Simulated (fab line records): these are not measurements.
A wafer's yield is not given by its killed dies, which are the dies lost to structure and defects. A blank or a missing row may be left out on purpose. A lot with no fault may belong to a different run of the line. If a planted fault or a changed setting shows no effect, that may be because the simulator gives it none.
Check of tool commonality	flow gf180mcu	Lots sampled 12, wafers sampled 36

WHAT PROMPTED THE OPENING
2 of 12 lots carry a flag on the reading V3_CVD_02_THK at GF_V3_THK_MEAS_03. Wafers without a fault read 851 nm, standard deviation 12.
Rule: a lot is flagged in two cases, either no wafer of it has a number, or all its wafers with numbers fall more than 4 standard deviations from that mean. The other lots count as sound.

lot	measured	on	V3_CVD_02_THK (nm), wafer by wafer	flag
L839	day 21 04:02	filmMetro-01	862 853 859	
L840	day 21 22:00	filmMetro-04	850 846 860	
L844	day 23 06:44	filmMetro-04	645 662 658	FLAGGED
L845	day 23 15:31	filmMetro-02	635 644 665	FLAGGED
L852	day 26 05:57	filmMetro-04	857 843 857	
L854	day 26 22:37	filmMetro-01	854 873 872	
L855	day 27 00:01	filmMetro-01	848 837 867	
L856	day 27 05:05	filmMetro-02	856 869 866	
L857	day 27 08:47	filmMetro-04	836 846 862	
L859	day 28 00:02	filmMetro-02	829 844 842	
L860	day 28 11:38	filmMetro-02	850 880 858	
L861	day 28 20:25	filmMetro-02	835 854 864	
The mean of the flagged lots' numbers is 652 nm, -200 nm from the usual (-17 standard deviations).

TOOL THAT RAN EACH LOT
Before the reading, the record contains 3 process steps out of a 602-step route. Read each cell as the tool, then ch plus the chambers that the sampled wafers visited, then the start.
lot	flag	GF_POLY_GATE_ETCH_13	GF_HV_LDD_STRIP_10	GF_V3_CVD_02
L839		rieSi-01 ch 0,2,3, day 9 01:22	plasmaAsher-04 ch 0,1, day 9 21:15	pecvd-03 ch 0,1,2, day 21 03:58
L840		rieSi-02 ch 1,2,3, day 9 12:40	plasmaAsher-04 ch 0,1, day 10 08:37	pecvd-04 ch 0,1, day 21 21:55
L844	FLAGGED	rieSi-02 ch 1,2, day 10 16:25	plasmaAsher-02 ch 0,1, day 11 12:36	pecvd-03 ch 0,1,2, day 23 06:40
L845	FLAGGED	rieSi-02 ch 0,2, day 11 01:13	plasmaAsher-04 ch 0,1, day 11 22:07	pecvd-03 ch 0,1,2, day 23 15:26
L852		rieSi-02 ch 0,1,2, day 13 06:22	plasmaAsher-03 ch 1, day 14 05:25	pecvd-03 ch 0,1, day 26 05:53
L854		rieSi-01 ch 0,3, day 13 17:37	plasmaAsher-04 ch 0,1, day 14 16:56	pecvd-01 ch 0,1,2, day 26 22:32
L855		rieSi-01 ch 0,1,3, day 14 00:04	plasmaAsher-03 ch 0,1, day 14 23:16	pecvd-03 ch 1,2, day 26 23:56
L856		rieSi-01 ch 0,2,3, day 14 04:46	plasmaAsher-02 ch 0,1, day 15 03:58	pecvd-03 ch 0,2, day 27 05:01
L857		rieSi-02 ch 0,2,3, day 14 12:22	plasmaAsher-04 ch 0,1, day 15 11:26	pecvd-03 ch 0,2, day 27 08:43
L859		rieSi-02 ch 2,3, day 15 02:22	plasmaAsher-02 ch 0,1, day 16 02:25	pecvd-04 ch 0,1,2, day 27 23:58
L860		rieSi-01 ch 2,3, day 15 12:43	plasmaAsher-04 ch 0,1, day 16 13:04	pecvd-03 ch 0,1,2, day 28 11:34
L861		rieSi-02 ch 0,1,2, day 15 22:34	plasmaAsher-02 ch 0,1, day 16 22:18	pecvd-01 ch 0,1, day 28 20:19
These steps, and what they do:
- GF_POLY_GATE_ETCH_13: etches poly-Si in HBr/Cl2, stops on SiO2, target depth 198.5 nm, time 69.6 s.
- GF_HV_LDD_STRIP_10: strips in O2/N2.
- GF_V3_CVD_02: deposits SiO2 from TEOS, target thk 850 nm, time 94.851 s.
- GF_V3_THK_MEAS_03

FLAGGED AGAINST TOTAL, ONE TOOL AT A TIME (gauges that did the reading follow at the end)
step	tool	lots run	flagged	share of the flagged lots	sound lots run after its first flagged lot
GF_POLY_GATE_ETCH_13	rieSi-01	5	0	none	-
GF_POLY_GATE_ETCH_13	rieSi-02	7	2	all	4 (L852,L857,L859,L861)
GF_HV_LDD_STRIP_10	plasmaAsher-02	4	1	some	3 (L856,L859,L861)
GF_HV_LDD_STRIP_10	plasmaAsher-03	2	0	none	-
GF_HV_LDD_STRIP_10	plasmaAsher-04	6	1	some	3 (L854,L857,L860)
GF_V3_CVD_02	pecvd-01	2	0	none	-
GF_V3_CVD_02	pecvd-03	8	2	all	5 (L852,L855,L856,L857,L860)
GF_V3_CVD_02	pecvd-04	2	0	none	-
GF_V3_THK_MEAS_03	filmMetro-01	3	0	none	-
GF_V3_THK_MEAS_03	filmMetro-02	5	1	some	4 (L856,L859,L860,L861)
GF_V3_THK_MEAS_03	filmMetro-04	4	1	some	2 (L852,L857)

WHAT IS ALLOWED BY THE TABLE
Rows of the table that ran all the flagged lots, 2 in number: rieSi-02 at GF_POLY_GATE_ETCH_13; pecvd-03 at GF_V3_CVD_02.
- rieSi-02 at GF_POLY_GATE_ETCH_13: 2 of its 7 lots flagged. After the first flagged lot (L852, L857, L859, L861), sound lots still ran on it; a lasting fault on the whole tool would not permit that.
- pecvd-03 at GF_V3_CVD_02: 2 of its 8 lots flagged. After the first flagged lot (L852, L855, L856, L857, L860), sound lots still ran on it; a lasting fault on the whole tool would not permit that. Its own readings lie more than 4 standard deviations out on every wafer of the flagged lots: runLengthS.
Not one row of the table ran every flagged lot while running no sound lot after the first.

WHAT THE SIMULATOR HAD PUT IN
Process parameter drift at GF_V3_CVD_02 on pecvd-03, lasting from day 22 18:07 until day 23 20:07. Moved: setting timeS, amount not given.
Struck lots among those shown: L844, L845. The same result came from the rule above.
